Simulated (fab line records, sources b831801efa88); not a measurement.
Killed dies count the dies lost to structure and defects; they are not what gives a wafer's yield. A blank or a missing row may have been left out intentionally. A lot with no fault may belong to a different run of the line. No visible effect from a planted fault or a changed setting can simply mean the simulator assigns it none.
fab line records | flow sfq-line
[record] lots = 5 wafers = 15 last-day = 92
route steps=325 shown I7@308 M8@311
lots that met no fault: taken from a fault-free run of the same line
start-h: hours from the record's first day to the start of the lot's first wafer shown | wait-h: how many hours have passed since the lot's step before this one | " identical to the entry in the row above | L1.1+2: a single row standing in for several wafers | - no value, or no start given | * or withheld: withheld | < > ~ a bound
route shown NAME@n: a module of which the file shows steps, and the number in the route of the first | usual: average and standard deviation across the fault-free wafers | same: alike in all rows | chamber/n: place in a boat | sites: each site's reading | _std_site: the values' standard deviation | _edge_site: outer sites' mean less inner sites' | radius-mm: for every site, how far away it sits from the centre of the wafer | mask NAME#n: copy n | behind: the tool/chamber that last shaped the wafer | hold: the reason the lot was held/the length of the hold in hours/how it ended | device: transistor that didn't switch, given as n, p or np | end of line: the same wafers' tests at the end of the route | a step with no rows: only its recipe | killed: dies that structure and defects cost at the first sort, which is not the same as the wafer's yield | map: a wafer's dies, marking killed ones x, the rest . and places with no die _
set.NAME: the setting that was run; set.NAME@STEP: the one run at that earlier step | model.NAME: the simulator's own value behind a step, which no gauge read
lots at some steps of the route; a table a step, a row a wafer
services: the hour from which a tool's chamber was out of use, counted from the record's first day as start-h (under 0 if before that day), plus the number of hours and why
[[steps]]
[step SFQ_TRILAYER_I7_VIA_ETCH_VIA_ETCH_190]
[recipe] target = SiO2 stop-on = Nb mask-material = PR taper-deg = 20 chemistry = CHF3 target-depth-nm = 260 source-w = 500 bias-w = 80 pressure-mtorr = 30 time-s = withheld
[usual] chamber-pressure-mTorr = 30.001/0.025 drypump-motor-current-A = 6.0/0.39 oes-product-au = 0.853/0.0055
// columns lot.wafer tool chamber start-h wait-h chamber-pressure-mTorr drypump-motor-current-A oes-product-au
L074.1 rie-diel-01 0 1874.89 0.0 30.014 5.6 0.852
L074.2 " 2 " " 29.999 5.9 0.854
L074.4 " 3 " " 30.015 6.3 0.855
L080.1 rie-diel-03 3 1994.95 0.0 30.018 5.6 0.854
L080.4 " 1 " " 30.041 5.9 0.855
L080.5 " 3 " " 29.944 5.6 0.853
L084.3 rie-diel-04 0 2012.75 0.0 30.051 5.8 0.845
L084.5 " 1 " " 30.075 6.0 0.847
L084.6 " 2 " " 29.960 5.1 0.855
L087.1 rie-diel-01 1 2025.95 0.0 29.983 6.7 0.851
L087.2 " 3 " " 29.995 6.4 0.855
L087.3 " 0 " " 30.017 5.6 0.855
L096.3 rie-diel-04 3 2191.48 0.0 29.988 6.1 0.865
L096.4 " 1 " " 30.009 6.0 0.859
L096.5 " 3 " " 30.003 6.1 0.854
[step SFQ_TRILAYER_I7_VIA_STRIP_STRIP_191]
[recipe] gas = O2 power-w = 200 platen-temp-c = 40 overash-fraction = 0.65 chemistry = O2 pressure-mtorr = 50
[usual] chamber-pressure-mTorr = 50.00/0.044 drypump-motor-current-A = 5.64/0.29 oes-product-au = 0.999/0.0068
[same] overash-fraction = 0.65
// columns lot.wafer tool chamber start-h wait-h chamber-pressure-mTorr drypump-motor-current-A oes-product-au rf-hours-counter-h
L074.1 rie-metal-02 1 1875.01 - 50.16 5.76 0.998 7
L074.2 " 0 " " 50.09 5.99 0.995 43
L074.4 " 0 " " 49.97 5.93 0.986 -
L080.1 rie-metal-04 1 1995.06 - 50.02 5.34 0.998 75
L080.4 " 1 " " 50.02 5.35 0.993 -
L080.5 " 0 " " 50.04 5.17 1.003 -
L084.3 rie-metal-02 1 2013.26 - 49.96 5.78 0.999 -
L084.5 " 1 " " 49.94 5.78 0.994 -
L084.6 " 1 " " 49.97 5.79 0.996 -
L087.1 rie-metal-02 1 2026.06 - 49.98 5.74 1.004 30
L087.2 " 0 " " 50.03 6.03 1.007 61
L087.3 " 1 " " 49.95 5.75 1.004 -
L096.3 rie-metal-02 0 2191.79 - 50.01 6.04 0.992 -
L096.4 " 1 " " 50.00 5.77 1.010 -
L096.5 " 1 " " 49.98 5.76 1.005 -
[step SFQ_TRILAYER_I7_VIA_STRIP_SOLV_CLEAN_192]
[recipe] chemistry = NMP temp-c = 70 time-s = 600
[same] time-s = 600
// columns lot.wafer tool chamber start-h wait-h
L074.1+2+4 wet-bench-02 7,4,1 1875.61 0.4
L080.1+4+5 wet-bench-04 6,1,4 1995.66 0.4
L084.3+5+6 wet-bench-03 2,6,0 2014.06 0.6
L087.1+2+3 wet-bench-03 6,1,2 2026.66 0.4
L096.3+4+5 wet-bench-03 2,4,6 2192.19 0.2
[step SFQ_TRILAYER_M8_LITHO_LOR_COAT_197]
[recipe] resist = lift-off spin-rpm = 3000
[usual] exhaust-pa = 45.1/0.88 spin-speed-rpm = 3000.1/1.7
// columns lot.wafer tool chamber start-h wait-h exhaust-pa spin-speed-rpm
L074.1 litho-track-03 0 1876.01 0.2 44.8 2999.6
L074.2 " 0 " " 44.5 3000.0
L074.4 " 0 " " 44.6 3002.1
L080.1 litho-track-01 0 1995.84 0.0 45.1 2998.4
L080.4 " 0 " " 44.5 3003.4
L080.5 " 0 " " 45.2 3001.1
L084.3 litho-track-01 0 2014.34 0.1 44.6 2998.7
L084.5 " 0 " " 46.3 2999.5
L084.6 " 0 " " 45.6 2998.4
L087.1 litho-track-03 0 2026.84 0.0 45.1 3001.0
L087.2 " 0 " " 45.8 3001.9
L087.3 " 0 " " 45.7 3001.2
L096.3 litho-track-01 0 2192.57 0.2 43.6 3002.6
L096.4 " 0 " " 43.7 2998.5
L096.5 " 0 " " 43.9 2999.2
[step SFQ_TRILAYER_M8_LITHO_LOR_BAKE_198]
[recipe] resist = lift-off temp-c = withheld time-s = withheld
[usual] exhaust-pa = 45.1/0.89
// columns lot.wafer tool chamber start-h wait-h exhaust-pa
L074.1 litho-track-03 0 1876.31 0.2 44.9
L074.2 " 0 " " 45.3
L074.4 " 0 " " 43.7
L080.1 litho-track-01 0 1996.14 0.2 44.5
L080.4 " 0 " " 44.1
L080.5 " 0 " " 44.6
L084.3 litho-track-01 0 2014.72 0.3 45.3
L084.5 " 0 " " 45.7
L084.6 " 0 " " 45.6
L087.1 litho-track-03 0 2027.14 0.2 43.6
L087.2 " 0 " " 45.0
L087.3 " 0 " " 44.5
L096.3 litho-track-01 0 2192.95 0.3 45.8
L096.4 " 0 " " 45.6
L096.5 " 0 " " 44.6
[step SFQ_TRILAYER_M8_LITHO_COAT_193]
[recipe] resist = KrF spin-rpm = 3000 resist-thk-nm = 600
[usual] exhaust-pa = 44.9/0.89 spin-speed-rpm = 3000.0/1.9
// columns lot.wafer tool chamber start-h wait-h exhaust-pa spin-speed-rpm
L074.1 litho-track-03 0 - - 45.3 3002.6
L074.2 " 0 " " 44.6 3002.8
L074.4 " 0 " " 46.4 3002.4
L080.1 litho-track-01 0 - - 45.5 3000.9
L080.4 " 0 " " 44.0 3002.9
L080.5 " 0 " " 45.5 3002.3
L084.3 litho-track-01 0 - - 45.1 3002.4
L084.5 " 0 " " 44.9 2998.7
L084.6 " 0 " " 44.6 3000.4
L087.1 litho-track-03 0 - - 45.0 2998.7
L087.2 " 0 " " 43.5 3001.1
L087.3 " 0 " " 44.3 3002.4
L096.3 litho-track-01 0 - - 46.2 3001.7
L096.4 " 0 " " 45.5 2999.8
L096.5 " 0 " " 45.5 2999.6
[step SFQ_TRILAYER_M8_LITHO_SOFTBAKE_199]
[recipe] temp-c = withheld time-s = withheld resist = KrF
[usual] exhaust-pa = 45.0/0.89
// columns lot.wafer tool chamber start-h wait-h exhaust-pa
L074.1 litho-track-03 0 - - 45.5
L074.2 " 0 " " 44.6
L074.4 " 0 " " 45.9
L080.1 litho-track-01 0 - - 44.8
L080.4 " 0 " " 43.9
L080.5 " 0 " " 44.7
L084.3 litho-track-01 0 - - 45.6
L084.5 " 0 " " 45.0
L084.6 " 0 " " 43.6
L087.1 litho-track-03 0 - - 43.6
L087.2 " 0 " " 45.8
L087.3 " 0 " " 44.3
L096.3 litho-track-01 0 - - 45.4
L096.4 " 0 " " 44.6
L096.5 " 0 " " 43.1
[step SFQ_TRILAYER_M8_LITHO_EXPOSE_194]
[recipe] mask-id = M8 na = 0.6 source-shape = conventional sigma-outer = 0.65 target-cd-nm = 2000 dose-mj = 14.4
// columns lot.wafer tool chamber start-h wait-h mask
L074.1+2+4 krf-scanner-01 0 1878.12 - M8#0
L080.1+4+5 krf-scanner-01 0 2005.17 - M8#0
L084.3+5+6 krf-scanner-01 0 2025.97 - M8#0
L087.1+2+3 krf-scanner-01 0 2038.77 - M8#0
L096.3+4+5 krf-scanner-01 0 2196.30 - M8#0
[step SFQ_TRILAYER_M8_LITHO_PEB_196]
[recipe] peb-temp-c = 115 peb-time-s = 60 resist = KrF
[usual] exhaust-pa = 45.0/0.88
// columns lot.wafer tool chamber start-h wait-h exhaust-pa
L074.1 litho-track-04 0 1879.32 1.0 45.6
L074.2 " 0 " " 45.8
L074.4 " 0 " " 44.5
L080.1 litho-track-04 0 2006.37 1.0 43.9
L080.4 " 0 " " 45.2
L080.5 " 0 " " 43.6
L084.3 litho-track-01 0 2026.82 0.7 44.7
L084.5 " 0 " " 44.5
L084.6 " 0 " " 44.5
L087.1 litho-track-01 0 2039.97 1.0 44.5
L087.2 " 0 " " 43.6
L087.3 " 0 " " 44.6
L096.3 litho-track-01 0 2197.15 0.7 45.3
L096.4 " 0 " " 43.9
L096.5 " 0 " " 45.1
[step SFQ_TRILAYER_M8_LITHO_DEVELOP_195]
[recipe] img-clear-s = 15 time-s = 55 resist = KrF
[usual] exhaust-pa = 45.1/0.88
[same] time-s = 55
// columns lot.wafer tool chamber start-h wait-h exhaust-pa
L074.1 litho-track-04 0 1879.47 0.1 43.6
L074.2 " 0 " " 45.1
L074.4 " 0 " " 42.7
L080.1 litho-track-04 0 2006.52 0.1 44.9
L080.4 " 0 " " 44.2
L080.5 " 0 " " 44.9
L084.3 litho-track-01 0 2026.97 0.1 47.7
L084.5 " 0 " " 45.9
L084.6 " 0 " " 45.8
L087.1 litho-track-01 0 2040.12 0.1 46.2
L087.2 " 0 " " 44.7
L087.3 " 0 " " 45.8
L096.3 litho-track-01 0 2197.30 0.1 45.9
L096.4 " 0 " " 45.5
L096.5 " 0 " " 44.5
[step SFQ_M8_OVL_MEAS_948]
[usual] M8_OVL = -5/6
// columns lot.wafer tool chamber start-h wait-h M8_OVL[nm]
L074.1 overlay-01 - 1879.61 0.1 -1
L074.2 " - " " -9
L074.4 " - " " -4
L080.1 overlay-02 - 2006.67 0.1 -1
L080.4 " - " " -19
L080.5 " - " " -8
L084.3 overlay-02 - 2027.08 0.1 -1
L084.5 " - " " -6
L084.6 " - " " 1
L087.1 overlay-02 - 2040.27 0.1 -3
L087.2 " - " " 0
L087.3 " - " " -14
L096.3 overlay-01 - 2197.41 0.1 -7
L096.4 " - " " -4
L096.5 " - " " -8
[step SFQ_TRILAYER_M8_DEP_EVAP_197]
[recipe] material = Ti angular-spread-deg = 1 target-thk-nm = 20 time-s = 100 power-w = 2000
[same] time-s = 100
// columns lot.wafer tool chamber start-h wait-h
L074.1+2+4 pvd-sputter-01 - 1879.64 0.0
L080.1+4+5 pvd-sputter-01 - 2006.70 0.0
L084.3+5+6 pvd-sputter-01 - 2027.10 0.0
L087.1+2+3 pvd-sputter-02 - 2040.30 0.0
L096.3+4+5 pvd-sputter-01 - 2197.43 0.0
[step SFQ_TRILAYER_M8_DEP_EVAP_198]
[recipe] material = Pt angular-spread-deg = 1 target-thk-nm = 50 time-s = 250 power-w = 2000
[same] time-s = 250
// columns lot.wafer tool chamber start-h wait-h
L074.1+2+4 pvd-sputter-01 - 1879.72 0.0
L080.1+4+5 pvd-sputter-01 - 2006.77 0.0
L084.3+5+6 pvd-sputter-01 - 2027.17 0.0
L087.1+2+3 pvd-sputter-02 - 2040.37 0.0
L096.3+4+5 pvd-sputter-01 - 2197.50 0.0
[step SFQ_TRILAYER_M8_DEP_EVAP_196]
[recipe] material = Au angular-spread-deg = 1 target-thk-nm = 180 time-s = 900 power-w = 2000
[same] time-s = 900
// columns lot.wafer tool chamber start-h wait-h
L074.1+2+4 pvd-sputter-01 - 1879.87 0.1
L080.1+4+5 pvd-sputter-01 - 2006.93 0.1
L084.3+5+6 pvd-sputter-01 - 2027.33 0.1
L087.1+2+3 pvd-sputter-02 - 2040.53 0.1
L096.3+4+5 pvd-sputter-01 - 2197.66 0.1
[step SFQ_M8_RS_MEAS_949]
[recipe] thk-meas-gauge = four-point-probe reads = Au_of_TRILAYER_M8_DEP_EVAP_196+Pt_of_TRILAYER_M8_DEP_EVAP_198+Ti_of_TRILAYER_M8_DEP_EVAP_197
[usual] M8_AU_RS = 0.1539/0.0014
// columns lot.wafer tool chamber start-h wait-h M8_AU_RS[ohm/sq]
L074.1 film-metro-03 - 1880.39 0.3 0.1536
L074.2 " - " " 0.1544
L074.4 " - " " 0.1527
L080.1 film-metro-04 - 2007.45 0.3 0.1521
L080.4 " - " " 0.1530
L080.5 " - " " 0.1543
L084.3 film-metro-04 - 2027.89 0.3 0.1537
L084.5 " - " " 0.1540
L084.6 " - " " 0.1533
L087.1 film-metro-01 - 2041.05 0.3 0.1529
L087.2 " - " " 0.1515
L087.3 " - " " 0.1531
L096.3 film-metro-04 - 2198.21 0.3 0.1559
L096.4 " - " " 0.1559
L096.5 " - " " 0.1551
[step SFQ_M8_THK_MEAS_950]
[recipe] thk-meas-gauge = xrf reads = Au_of_TRILAYER_M8_DEP_EVAP_196
[usual] M8_AU_THK = 179.9/1.9
// columns lot.wafer tool chamber start-h wait-h M8_AU_THK[nm]
L074.1 film-metro-03 - 1880.51 0.1 179.9
L074.2 " - " " 178.0
L074.4 " - " " 181.0
L080.1 film-metro-04 - 2007.57 0.1 181.5
L080.4 " - " " 180.6
L080.5 " - " " 178.9
L084.3 film-metro-04 - 2027.99 0.1 179.7
L084.5 " - " " 179.8
L084.6 " - " " 178.6
L087.1 film-metro-01 - 2041.17 0.1 181.1
L087.2 " - " " 183.6
L087.3 " - " " 181.5
L096.3 film-metro-04 - 2198.31 0.1 175.8
L096.4 " - " " 175.6
L096.5 " - " " 176.6
[step SFQ_TRILAYER_M8_LIFTOFF_LIFTOFF_197]
[recipe] temp-c = 80 time-s = 600 chemistry = NMP
[same] time-s = 600
// columns lot.wafer tool chamber start-h wait-h
L074.1+2+4 wet-bench-01 4,3,1 1880.57 0.1
L080.1+4+5 wet-bench-01 2,1,7 2007.63 0.1
L084.3+5+6 wet-bench-02 2,7,5 2028.03 0.0
L087.1+2+3 wet-bench-03 7,0,3 2041.23 0.1
L096.3+4+5 wet-bench-02 3,1,2 2198.35 0.0
[step SFQ_M8_BOW_MEAS_951]
[recipe] mode = bow
[usual] M8_BOW = 8/12
// columns lot.wafer tool chamber start-h wait-h M8_BOW[um]
L074.1 film-metro-04 - 1880.74 0.0 -10
L074.2 " - " " 6
L074.4 " - " " 7
L080.1 film-metro-03 - 2007.80 0.0 -6
L080.4 " - " " -5
L080.5 " - " " 5
L084.3 film-metro-03 - 2028.42 0.0 -22
L084.5 " - " " -11
L084.6 " - " " -10
L087.1 film-metro-04 - 2041.42 0.0 -8
L087.2 " - " " -2
L087.3 " - " " -1
L096.3 film-metro-03 - 2198.57 0.0 14
L096.4 " - " " 10
L096.5 " - " " 14
[[services]]
// columns tool chamber start-h hours kind
rie-metal-02 1 1859.19 11.2 repair
rie-diel-01 1 1867.38 5.9 repair
pvd-sputter-02 - 1872.33 9.5 repair
rie-diel-04 - 1875.12 14.6 pm
pvd-sputter-01 - 1896.28 13.5 repair
pvd-sputter-01 - 1899.71 4.4 repair
wet-bench-01 - 1910.04 7.1 repair
rie-diel-01 - 1915.91 2.8 pm
wet-bench-02 - 1919.55 4.8 repair
rie-diel-04 0 1928.38 4.9 repair
rie-diel-04 2 1938.07 8.6 repair
krf-scanner-01 - 1963.94 0.8 pm
krf-scanner-01 - 1973.87 1.3 pm
krf-scanner-01 - 1996.97 1.0 pm
rie-diel-04 1 2001.16 6.3 repair
rie-metal-02 0 2006.28 15.7 repair
rie-diel-01 0 2030.32 4.5 repair
krf-scanner-01 - 2060.26 6.4 repair
rie-diel-01 - 2073.84 1.9 repair
wet-bench-01 - 2080.55 2.9 repair
rie-metal-02 - 2114.80 0.9 repair
krf-scanner-01 - 2149.55 1.3 pm
krf-scanner-01 - 2155.75 6.0 repair
krf-scanner-01 - 2164.85 1.0 pm
[[key]]
fault none
